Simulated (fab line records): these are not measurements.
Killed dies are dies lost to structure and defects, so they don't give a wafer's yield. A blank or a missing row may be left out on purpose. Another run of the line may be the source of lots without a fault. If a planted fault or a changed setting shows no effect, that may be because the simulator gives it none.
Chamber matching | flow sky130 | SKY_LI_CONTACT_CMP_24 on cmp-01: 4 sister chambers
The step polishes, stops on PSG, t overpolish 20 s, target thk 0 nm. 8 wafers are shown with their chamber, then 7 later ones without.

## EACH WAFER AND ITS CHAMBER
wafer  | chamber | motorCurrentA (A) | timeToEndpointS (s)
L473.2 | 1       | 11.5              | 100
L474.1 | 1       | 11.5              | 98
L476.1 | 0       | 12.6              | 94
L479.1 | 3       | 9.2               | 98
L479.3 | 0       | 12.2              | 97
L479.6 | 2       | 10.6              | 100
L480.1 | 3       | 9.0               | 100
L480.3 | 2       | 11.5              | 98

## WAFERS MISSING THEIR CHAMBER
wafer  | motorCurrentA (A) | timeToEndpointS (s)
L480.4 | 11.0              | 94
L487.3 | 11.2              | 92
L487.4 | 9.6               | 96
L487.6 | 11.1              | 94
L489.1 | 11.0              | 101
L489.2 | 12.7              | 99
L489.3 | 11.6              | 96

## THE CHAMBER EACH PASSED THROUGH
wafer  | from the rows above          | in truth
L480.4 | can't be placed: 2 or 1 or 0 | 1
L487.3 | can't be placed: 0 or 2 or 1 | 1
L487.4 | 3                            | 3
L487.6 | can't be placed: 2 or 1 or 0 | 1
L489.1 | can't be placed: 2 or 1      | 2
L489.2 | can't be placed: 0 or 1      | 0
L489.3 | can't be placed: 1 or 0 or 2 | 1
Placed correctly: 1 of 7. Not placeable from these rows: 6 (in 6, the candidates include the true chamber). Wrongly placed: 0.
How it was worked out, from the rows above alone: a wafer's distance from a chamber is the root of the sum, over the readings, of the square of ((its reading less the chamber's mean) divided by the reading's scatter). The wafer belongs to the nearest chamber; if the next one is less than 2 further off, it can't be placed. The mean given for a chamber averages the wafers shown for that chamber. The scatter: the root of (the sum of the squares of (reading less its chamber's mean) over the shown wafers, divided by (wafers less chambers)).
